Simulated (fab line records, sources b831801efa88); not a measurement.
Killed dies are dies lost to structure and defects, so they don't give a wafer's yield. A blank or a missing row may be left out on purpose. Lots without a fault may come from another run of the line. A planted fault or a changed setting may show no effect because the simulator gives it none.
A struck lot beside a sound one | flow sky130 | 38 steps out of a route of 708
Sound: wafers L473.2, L473.4, L473.5. Struck: wafer L467.5. (L467.1, L467.2 of the same lot were not struck and are left out.) The cause comes at the end.
At each step with rows: each side's tool, then ch and its chambers, then its first start. Under that, the readings that differ: sound wafers | struck wafers | difference of the means | sigmas: that difference in standard deviations of wafers without a fault.
alike: readings whose means differ by less than 2 such deviations, and words and numbers that are the same on both sides. not compared: withheld readings, readings that some wafer has no value for, bounds like >300 that may hide the same value, and numbers for which the record gives no deviation and whose values overlap.
The two part at a step that has a row with sigmas, a row that says differs or no value, or rows on one side only. Numbers that don't overlap but have no deviation are shown without sigmas and don't part them. A reading that every wafer of one side lacks parts them only if that side has two wafers or more.

first, 9 steps without rows for these wafers: SKY_VIA3_SPUTTER_20 (material TiN, target thk 20 nm, time 80 s); SKY_VIA3_CVD_21 (deposits W, target thk 390 nm, time 117.31 s); SKY_VIA3_CMP_24 (polishes, stops on SiO2, t overpolish 20 s, target thk 0 nm); SKY_METAL4_SPUTTER_00 (material Ti, target thk 15 nm, time 10 s); SKY_METAL4_SPUTTER_01 (material TiN, target thk 20 nm, time 16.7 s); SKY_METAL4_SPUTTER_02 (material AlCu, target thk 735 nm, time 39.1 s); SKY_METAL4_SPUTTER_03 (material Ti, target thk 5 nm, time 3.3 s); SKY_METAL4_SPUTTER_04 (material TiN, target thk 70 nm, time 58.3 s); SKY_CAP2M_CVD_00 (deposits SiO2, target thk 15.5 nm).
SKY_CAP2M_SPUTTER_02: material TiN, target thk 200 nm, time 166.7 s.
  sound on pvd_sputter-01, day 46 22:33; struck on pvd_sputter-03, day 44 09:31
  reading                                   | sound             | struck | difference | sigmas
  model.TiN_of_CAP2M_SPUTTER_02.thk_nm (nm) | 202.6 198.8 195.9 | 175.2  | -23.9      |
  alike: cathode_dc_power_W, throttle_valve_pct
SKY_CAP2M_RS_MEAS_03: measures by four-point-probe.
  sound on film_metro-01, day 46 22:40; struck on film_metro-01, day 44 09:37
  reading               | sound          | struck | difference | sigmas
  CAP2M_TIN_RS (ohm/sq) | 6.85 6.98 7.07 | 7.91   | +0.94      | +10
SKY_CAP2M_THK_MEAS_04: measures by xrf.
  sound on film_metro-01, day 46 22:47; struck on film_metro-01, day 44 09:44
  reading            | sound             | struck | difference | sigmas
  CAP2M_TIN_THK (nm) | 201.6 198.1 195.1 | 174.3  | -24.0      | -9
then, 7 steps without rows for these wafers: SKY_CAP2M_DEHYDRATE_05 (time 60 s); SKY_CAP2M_HMDS_06 (prime time 60 s); SKY_CAP2M_COAT_07 (resist thk 1140 nm); SKY_CAP2M_SOFTBAKE_08 (time 60 s); SKY_CAP2M_EXPOSE_09 (exposes mask CAP2M, target cd 1000 nm); SKY_CAP2M_PEB_10; SKY_CAP2M_DEVELOP_11 (develop time 60 s).
SKY_CAP2M_METAL_ETCH_13: etches TiN in Cl2/BCl3, stops on SiO2, target depth 220 nm, time 62.9 s.
  sound on rie_metal-01 ch 0,1, day 47 17:31; struck on rie_metal-03 ch 0, day 45 06:56
  reading                | sound                | struck | difference | sigmas
  oes_product_au (a.u.)  | 0.950 0.933 0.924    | 0.876  | -0.060     | -7
  rf_fwd_power_W (W)     | 890 887 887          | 899    | +11        | +3
  throttle_valve_pct (%) | 21.885 21.908 21.905 | 21.946 | +0.047     | +4
  alike: drypump_motor_current_A
  not compared: rf_hours_counter_h
then, 16 steps without rows for these wafers: SKY_CAP2M_STRIP_14 (strips in O2/N2); SKY_CAP2M_STRIP_15 (strips in post etch residue remover, time 1200 s); SKY_CAP2M_CLEAN_16 (cleans in IPA, time 180 s); SKY_CAP2M_CLEAN_17 (cleans in O3/DIW); SKY_METAL4_DEHYDRATE_05 (time 60 s); SKY_METAL4_HMDS_06 (prime time 60 s); SKY_METAL4_COAT_07 (resist thk 60 nm); SKY_METAL4_COAT_08 (resist thk 1140 nm); SKY_METAL4_SOFTBAKE_09 (time 90 s); SKY_METAL4_EXPOSE_10 (exposes mask MM4, target cd 300 nm); SKY_METAL4_PEB_11; SKY_METAL4_DEVELOP_12 (develop time 60 s); SKY_METAL4_DESCUM_15 (chemistry O2, time 8 s); SKY_METAL4_ETCH_16 (etches BARC in N2/H2, stops on SiO2, time 88.2 s, target depth 60 nm); SKY_METAL4_ETCH_17 (etches SiO2 in C4F8/O2/Ar, stops on TiN, time 3.9 s, target depth 15 nm); SKY_METAL4_METAL_ETCH_18 (etches the open film in Cl2/BCl3, stops on SiO2, target depth 845 nm, time 183.1 s).
SKY_METAL4_STRIP_20: strips in post etch residue remover, time 1200 s.
  sound on wet_bench-03 ch 1, day 48 14:23; struck on wet_bench-03 ch 2, day 46 05:17
  reading                                   | sound           | struck | difference | sigmas
  model.TiN_of_CAP2M_SPUTTER_02.thk_nm (nm) | 201.7 197.9 195 | 174.4  | -23.8      |
-- the record jumps here: 3 days lie between the struck wafers' starts before and after (it left off in module METAL4 and takes up again in module PAD_OPEN, whose first step shown is number 708 of the route) --
SKY_PAD_OPEN_PROBE_99:
  sound on prober-02, day 51 12:05; struck on prober-01, day 49 15:31
  reading                               | sound                | struck | difference | sigmas
  sort_bin_3_pad_short (%)              | 0.8 1.2 0.8          | 0      | -1         | -2
  sort_bin_6_memory (%)                 | 8.9 5.3 6.1          | 4.7    | -2.1       | -2
  model.etest.cap_mim2.plate_ohm_sq     | 5.91 6.05 6.13       | 6.864  | +0.834     |
  model.etest.cap_mim2.leak_log10_a_cm2 | -9.009 -8.875 -9.021 | -8.794 | +0.174     |
  alike: defect_limited_yield, killed_at_M0_to_M3, killed_at_M4_up, killed_at_contacts, killed_at_front_end, killed_at_other, killed_dies, killed_open, killed_short, sort_bin_5_function, sort_n_pass, sort_yield_pct

WHERE THEY PART
First at SKY_CAP2M_RS_MEAS_03; last, within this record, at SKY_PAD_OPEN_PROBE_99.

WHY: what the simulator had put in
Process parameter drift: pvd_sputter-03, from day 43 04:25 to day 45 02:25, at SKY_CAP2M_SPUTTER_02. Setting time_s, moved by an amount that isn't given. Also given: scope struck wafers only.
